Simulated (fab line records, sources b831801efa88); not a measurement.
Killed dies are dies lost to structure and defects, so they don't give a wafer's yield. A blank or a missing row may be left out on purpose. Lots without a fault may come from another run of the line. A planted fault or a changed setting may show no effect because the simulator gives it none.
Which tool did it? | flow sky130 | 24 lots, 72 wafers sampled, at 3 steps of a route of 708

WHAT THE GAUGES READ, wafer by wafer
SKY_FIELD_ISO_BOW_MEAS_00. Usual: INCOMING_BOW 0 um, standard deviation 6.1.
lot  | measured    | on            | INCOMING_BOW (um) | flag
L074 | day 1 10:01 | film_metro-02 | 6 -7 6            |
L075 | day 1 15:01 | film_metro-01 | -7 5 -8           |
L076 | day 1 20:01 | film_metro-03 | 12 -7 -5          |
L077 | day 2 01:00 | film_metro-01 | 2 0 2             |
L078 | day 2 06:00 | film_metro-01 | -2 -4 0           |
L079 | day 2 11:01 | film_metro-03 | 6 -3 -9           |
L080 | day 2 16:00 | film_metro-01 | 0 1 13            |
L081 | day 2 21:02 | film_metro-02 | -6 -7 -4          |
L082 | day 3 02:00 | film_metro-02 | 0 14 -2           |
L083 | day 3 07:01 | film_metro-03 | 9 4 -1            |
L084 | day 3 12:02 | film_metro-01 | -3 -6 9           |
L085 | day 3 17:01 | film_metro-03 | 1 7 4             |
L086 | day 3 22:00 | film_metro-02 | -4 14 -8          |
L087 | day 4 03:01 | film_metro-03 | 5 7 -10           |
L088 | day 4 08:02 | film_metro-03 | -3 -3 -3          |
L089 | day 4 13:00 | film_metro-01 | -4 -1 15          |
L090 | day 4 18:01 | film_metro-02 | -9 -1 -6          |
L091 | day 4 23:00 | film_metro-01 | -2 -7 2           |
L092 | day 5 04:00 | film_metro-03 | 8 9 -9            |
L093 | day 5 09:00 | film_metro-03 | -8 -5 7           |
L094 | day 5 14:01 | film_metro-02 | 8 1 1             |
L095 | day 5 19:02 | film_metro-03 | 0 8 4             |
L096 | day 6 00:00 | film_metro-01 | 4 6 -2            |
L097 | day 6 05:01 | film_metro-02 | 3 -9 -7           |

SKY_SD_P_TW_MEAS_11. Usual: SD_P_TW 2850, standard deviation 18.
lot  | measured     | on            | SD_P_TW        | flag
L074 | day 25 13:26 | film_metro-04 | 2859 2831 2841 |
L075 | day 25 22:30 | film_metro-04 | 2841 2852 2834 |
L076 | day 26 01:04 | film_metro-02 | 2855 2866 2874 |
L077 | day 26 10:24 | film_metro-02 | 2857 2868 2862 |
L078 | day 26 21:14 | film_metro-03 | 2847 2849 2855 |
L079 | day 27 02:54 | film_metro-03 | 2844 2851 2841 |
L080 | day 27 12:05 | film_metro-04 | 2830 2823 2842 |
L081 | day 28 00:58 | film_metro-02 | 2871 2868 2875 |
L082 | day 28 09:11 | film_metro-04 | 2834 2828 2835 |
L083 | day 28 18:02 | film_metro-03 | 2844 2825 2833 |
L084 | day 29 02:31 | film_metro-03 | 2864 2847 2862 |
L085 | day 29 10:38 | film_metro-03 | 2843 2846 2860 |
L086 | day 29 14:56 | film_metro-03 | 2840 2843 2860 |
L087 | day 30 00:09 | film_metro-03 | 2845 2847 2827 |
L088 | day 30 08:36 | film_metro-03 | 2848 2858 2834 |
L089 | day 30 16:33 | film_metro-02 | 2868 2879 2866 |
L090 | day 31 05:55 | film_metro-02 | 2876 2861 2887 |
L091 | day 31 09:48 | film_metro-02 | 2882 2880 2858 |
L092 | day 31 15:44 | film_metro-02 | 2876 2868 2867 |
L093 | day 32 04:08 | film_metro-03 | 2816 2827 2828 |
L094 | day 32 10:53 | film_metro-02 | 2876 2870 2877 |
L095 | day 32 21:30 | film_metro-03 | 2843 2836 2834 |
L096 | day 33 03:11 | film_metro-04 | 2845 2843 2838 |
L097 | day 33 08:28 | film_metro-04 | 2824 2832 2818 |

SKY_RES_XHIGH_TW_MEAS_09. Usual: RES_XHIGH_TW 1652, standard deviation 12.
lot  | measured     | on            | RES_XHIGH_TW   | flag
L074 | day 26 18:23 | film_metro-04 | 1644 1651 1642 |
L075 | day 27 03:42 | film_metro-04 | 1646 1632 1636 |
L076 | day 27 06:05 | film_metro-02 | 1674 1675 1665 |
L077 | day 27 15:33 | film_metro-02 | 1656 1657 1667 |
L078 | day 28 02:25 | film_metro-04 | 1652 1651 1647 |
L079 | day 28 07:59 | film_metro-03 | 1647 1656 1646 |
L080 | day 28 17:17 | film_metro-02 | 1669 1663 1664 |
L081 | day 29 05:20 | film_metro-03 | 1656 1657 1640 |
L082 | day 29 13:04 | film_metro-03 | 1651 1656 1664 |
L083 | day 29 22:27 | film_metro-04 | 1643 1641 1642 |
L084 | day 30 06:19 | film_metro-03 | 1642 1643 1635 |
L085 | day 30 14:36 | film_metro-04 | 1648 1645 1640 |
L086 | day 30 19:38 | film_metro-03 | 1652 1642 1648 |
L087 | day 31 04:08 | film_metro-04 | 1638 1647 1648 |
L088 | day 31 12:05 | film_metro-02 | 1667 1663 1661 |
L089 | day 31 20:25 | film_metro-02 | 1671 1663 1671 |
L090 | day 32 09:20 | film_metro-02 | 1667 1670 1662 |
L091 | day 32 13:05 | film_metro-04 | 1648 1640 1646 |
L092 | day 32 19:07 | film_metro-04 | 1645 1638 1636 |
L093 | day 33 06:35 | film_metro-02 | 1656 1659 1660 |
L094 | day 33 13:17 | film_metro-02 | 1662 1657 1655 |
L095 | day 34 00:42 | film_metro-04 | 1652 1646 1644 |
L096 | day 34 05:47 | film_metro-03 | 1630 1629 1626 |
L097 | day 34 10:17 | film_metro-02 | 1667 1667 1663 |

WHICH TOOL RAN EACH LOT (tool, then ch and the chambers of the sampled wafers, then the start)
The record holds no process step before these readings.

WHAT THE TOOLS THEMSELVES READ (means of the sampled wafers that have a number; where no wafer has one, the mark that the record gives instead)
The record holds no such reading with a usual standard deviation.

THE ANSWER, worked out from the rows above alone
Rule: a lot is off if the mean of its wafers that have a number lies more than 3 standard deviations from the usual mean. A lot without any number at a reading at which 4 lots or more have one is off too. The other lots that the step has rows for count as sound. The gauges are gone through in route order, then the tools' own readings, and for those a lot's mean is taken as printed above. The first step at which some lot is off is used, and at that step the reading that is off furthest; a lot without a number counts as furthest.
No lot is off at any reading shown: from this, nothing can be told.

WHAT THE SIMULATOR HAD PUT IN
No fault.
